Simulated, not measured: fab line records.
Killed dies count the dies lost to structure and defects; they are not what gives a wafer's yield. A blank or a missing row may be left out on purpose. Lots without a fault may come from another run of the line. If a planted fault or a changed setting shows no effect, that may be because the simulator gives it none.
One fault through the eyes of 2 desks :: flow sky130 :: what lay behind the numbers comes last; until then each desk has only its own

== AT THE TOOL OWNER'S DESK: implanter-02 ==
For each lot that ran on this tool, the mean over its sampled wafers that have a number, from the tool's own readings at SKY_SD_N_IMPLANT_09. Marked OUT: a lot whose mean sits more than 4 standard deviations from the usual mean, which makes it out of limits; the brackets give that distance.
Columns: A = beamOnS at SKY_SD_N_IMPLANT_09, usual 18.5 s; B = doseIonsCm2 at SKY_SD_N_IMPLANT_09, usual 4e+15
lot: L769
first seen here: day 28 17:06
A: 18.0
B: 4e+15

lot: L773
first seen here: day 30 06:17
A: 27.4 (+8.1) OUT
B: 6e+15 (+99 or more) OUT

lot: L775
first seen here: day 30 16:25
A: 27.8 (+8.4) OUT
B: 6e+15 (+99 or more) OUT

lot: L776
first seen here: day 31 05:50
A: 27.7 (+8.4) OUT
B: 6e+15 (+99 or more) OUT

lot: L784
first seen here: day 33 23:26
A: 18.0
B: 4e+15
This desk finds L773, L775, L776 out of limits, L773 being first, at day 30 06:17 (beamOnS at SKY_SD_N_IMPLANT_09). Within limits: L769, L784.

== THE METROLOGY DESK ==
What the gauges read for every lot (on any tool): the sampled wafers with a number, averaged. Marked OUT: a lot whose mean sits more than 4 standard deviations from the usual mean, which makes it out of limits; the brackets give that distance.
Columns: A = SD_P_OVL at SKY_SD_P_OVL_MEAS_08, usual -0.4 nm; B = SD_N_OVL at SKY_SD_N_OVL_MEAS_08, usual 0.5 nm; C = SD_N_RS at SKY_SD_N_RS_MEAS_16, usual 68.60 ohm/sq; D = RES_XHIGH_RS at SKY_SD_N_RS_MEAS_18, usual 331.3 ohm/sq
lot: L769
first seen here: day 26 07:49
A: 0.3
B: -0.3
C: 68.83
D: 332.0

lot: L770
first seen here: day 26 12:27
A: -0.1
B: 0.0
C: 68.56
D: 331.2

lot: L773
first seen here: day 27 21:15
A: 0.0
B: 0.9
C: 65.31 (-30) OUT
D: 330.2

lot: L775
first seen here: day 28 07:14
A: 2.0
B: 1.8
C: 65.40 (-29) OUT
D: 331.0

lot: L776
first seen here: day 28 21:51
A: -1.8
B: 1.3
C: 65.45 (-29) OUT
D: 331.7

lot: L781
first seen here: day 30 18:16
A: -1.0
B: 1.4
C: 68.65
D: 327.7

lot: L784
first seen here: day 31 17:31
A: 0.3
B: -0.1
C: 68.51
D: 333.3

lot: L786
first seen here: day 31 23:49
A: 0.3
B: 0.0
C: 68.47
D: 331.6

lot: L787
first seen here: day 32 03:55
A: -0.6
B: 1.1
C: 68.66
D: 331.7

lot: L790
first seen here: day 32 22:18
A: -0.6
B: 2.0
C: 68.59
D: 330.4

lot: L789
first seen here: day 32 23:07
A: 1.1
B: -0.9
C: 68.53
D: 330.7
Finding of this desk: L773, L775, L776 out of limits, first seen on L773 at day 30 06:58 (SD_N_RS at SKY_SD_N_RS_MEAS_16). Within limits: L769, L770, L781, L784, L786, L787, L790, L789.

== TAKEN TOGETHER ==
On L773, L775, L776, at day 30 06:17, an alarm was possible from the tool owner's desk.
An alarm was possible from the metrology desk at day 30 06:58, on L773, L775, L776.
Every lot named ran SKY_SD_N_IMPLANT_09 on implanter-02.

== WHAT THE SIMULATOR PUT IN ==
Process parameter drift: implanter-02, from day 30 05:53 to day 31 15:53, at SKY_SD_N_IMPLANT_09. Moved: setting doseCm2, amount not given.
Struck lots among those shown: L773, L775, L776.
Time in hours from fault onset to the first out-of-limits reading at each desk: tool owner's desk 0, metrology desk 1.
